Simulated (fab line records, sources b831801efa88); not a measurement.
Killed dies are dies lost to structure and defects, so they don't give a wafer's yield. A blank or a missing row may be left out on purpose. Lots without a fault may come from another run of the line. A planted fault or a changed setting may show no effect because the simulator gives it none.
Which tool did it? | flow gf180mcu | 12 lots, 36 wafers sampled, at 1 step of a route of 602

WHAT THE GAUGES READ, wafer by wafer
GF_CONTACT_THK_MEAS_01.
lot  | measured     | on            | CONTACT_CVD_00_THK (nm)
L075 | day 15 09:05 | film_metro-03 | 302 301 298
L077 | day 16 03:58 | film_metro-03 | 303 292 302
L079 | day 16 23:20 | film_metro-03 | 299 300 301
L081 | day 17 21:08 | film_metro-03 | 301 306 303
L083 | day 18 13:09 | film_metro-02 | 305 296 298
L085 | day 19 02:43 | film_metro-03 | 296 299 300
L087 | day 20 01:26 | film_metro-03 | 303 297 298
L089 | day 20 16:18 | film_metro-02 | 301 299 301
L091 | day 21 06:05 | film_metro-03 | 302 298 299
L093 | day 22 05:31 | film_metro-04 | 307 302 306
L095 | day 22 16:25 | film_metro-04 | 298 301 304
L097 | day 23 11:11 | film_metro-04 | 300 305 300

WHICH TOOL RAN EACH LOT (tool, then ch and the chambers of the sampled wafers, then the start)
The record holds no process step before these readings.

THE ANSWER, worked out from the rows above alone
Rule: what is usual is taken from the lots themselves. Put in order of their means at a reading, lots are off if they are a third of the lots or fewer, leave a main group of 4 or more, and stand apart from it by a gap of 3 or more times the standard deviation of the main group's means; of several such gaps the widest counts. A main group whose means are all the same, to the digits that the tables above print for the reading, isn't used. A lot without any number at a reading at which 4 lots or more have one is off too. The other lots that the step has rows for count as sound.
No lot is off at any reading shown: from this, nothing can be told.

WHAT THE SIMULATOR HAD PUT IN
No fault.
